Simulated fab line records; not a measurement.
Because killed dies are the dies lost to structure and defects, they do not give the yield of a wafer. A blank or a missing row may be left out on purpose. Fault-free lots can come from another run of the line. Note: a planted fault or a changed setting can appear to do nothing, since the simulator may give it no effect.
One fault through the eyes of 2 desks / flow sky130 / every desk sees just its own numbers, and what lay behind them comes last

FOR THE TOOL OWNER'S DESK: litho track-02
The tool's own readings at SKY_SONOS_TUNNEL_DEVELOP_06 (develop time 60 s): means of the sampled wafers that have a number, for each lot that ran on this tool. A lot is out of limits, marked OUT, if its mean lies more than 4 standard deviations from the usual mean; the brackets give that distance.
Columns: A = developer temp C at SKY_SONOS_TUNNEL_DEVELOP_06, usual 22.99 C
lot=L674; first seen here=day 11 10:04; A=22.99
lot=L681; first seen here=day 14 02:38; A=22.09 (-9.0) OUT
lot=L683; first seen here=day 15 01:46; A=22.08 (-9.1) OUT
lot=L692; first seen here=day 17 22:31; A=22.94
lot=L694; first seen here=day 18 07:19; A=23.00
This desk finds L681, L683 out of limits, L681 being first, at day 14 02:38 (developer temp C at SKY_SONOS_TUNNEL_DEVELOP_06). In limits: L674, L692, L694.

AT THE METROLOGY DESK
Means of the sampled wafers that have a number, per lot and without regard to the tool the lot ran on: this is what the gauges read. A lot is out of limits, marked OUT, if its mean lies more than 4 standard deviations from the usual mean; the brackets give that distance.
Columns: A = VT_ADJUST_NCORE_OVL at SKY_VT_ADJUST_NCORE_OVL_MEAS_08, usual -1.2 nm; B = SONOS_ONO_OVL at SKY_SONOS_ONO_OVL_MEAS_14, usual -1.3 nm
lot=L673; first seen here=day 8 12:22; A=-0.1; B=1.0
lot=L674; first seen here=day 8 15:49; A=-2.4; B=0.7
lot=L677; first seen here=day 9 12:55; A=0.3; B=-0.1
lot=L681; first seen here=day 11 01:02; A=-1.5; B=-0.9
lot=L683; first seen here=day 11 21:14; A=-0.1; B=-2.3
lot=L685; first seen here=day 12 06:02; A=-1.4; B=-3.5
lot=L686; first seen here=day 12 10:10; A=0.4; B=-1.6
lot=L690; first seen here=day 13 18:14; A=-2.9; B=-0.1
lot=L692; first seen here=day 14 09:59; A=1.2; B=-1.4
lot=L693; first seen here=day 14 16:44; A=-1.2; B=-1.7
lot=L694; first seen here=day 14 18:35; A=0.4; B=-0.1
lot=L695; first seen here=day 14 23:23; A=0.2; B=1.2
lot=L696; first seen here=day 15 09:44; A=-2.2; B=-0.4
Finding of this desk: none of the 13 lots has anything out of limits.

BROUGHT TOGETHER
An alarm could have come from the tool owner's desk at day 14 02:38, on L681, L683.
Nothing out of limits was seen by the metrology desk.
The metrology desk has L681, L683 on record, within its limits.
SKY_SONOS_TUNNEL_DEVELOP_06 was run on litho track-02 by each of the lots named.

WHAT HAD BEEN PUT IN BY THE SIMULATOR
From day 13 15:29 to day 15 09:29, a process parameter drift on litho track-02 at SKY_SONOS_TUNNEL_DEVELOP_06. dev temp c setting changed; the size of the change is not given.
Shown lots that were struck: L681, L683.
Delay in hours, fault start to first out-of-limits reading, by desk: the tool owner's desk at 11.
